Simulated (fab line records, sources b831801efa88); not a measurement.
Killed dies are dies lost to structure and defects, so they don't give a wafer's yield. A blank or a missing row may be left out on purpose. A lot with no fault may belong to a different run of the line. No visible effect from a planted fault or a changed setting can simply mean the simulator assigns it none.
The tool behind it: which one?    flow gf180mcu    20 wafers sampled from 7 lots at 1 step of a route of 602

## WHAT THE GAUGES SHOWED, per wafer
GF_VT_IMPLANT_OVL_MEAS_29.
lot   measured      on          VT_IMPLANT_02_OVL (nm)
L200  day 7 11:52   overlay-02  1.8 0.9
L202  day 8 00:58   overlay-01  0.2 -0.4 -1.2
L209  day 9 20:22   overlay-01  -1.9 -1.3 -0.1
L213  day 11 02:46  overlay-02  -2.7 -2.7 -2.8
L215  day 11 10:54  overlay-02  0.3 0.4 0.2
L218  day 12 09:04  overlay-01  -1.1 -0.4 1.1
L220  day 12 20:17  overlay-02  -1.5 -0.9 -2.0

## WHICH TOOL RAN EACH LOT (tool, then ch and the chambers of the sampled wafers, then the start)
Before these readings, the record contains no process step.

## THE ANSWER, worked out from the rows above alone
Rule: the usual values come from the lots themselves. Put in order of their means at a reading, lots are off if they are a third of the lots or fewer, leave a main group of 4 or more, and stand apart from it by a gap of 3 or more times the standard deviation of the main group's means; of several such gaps the widest counts. Not used: any main group whose means are identical at the precision the tables above print for the reading. Also off: a lot with no number at a reading for which 4 or more lots have one. Where the step has rows for the other lots, those lots are counted as sound.
Nothing can be told from this: no lot is off at any reading shown.

## WHAT WAS PUT IN BY THE SIMULATOR
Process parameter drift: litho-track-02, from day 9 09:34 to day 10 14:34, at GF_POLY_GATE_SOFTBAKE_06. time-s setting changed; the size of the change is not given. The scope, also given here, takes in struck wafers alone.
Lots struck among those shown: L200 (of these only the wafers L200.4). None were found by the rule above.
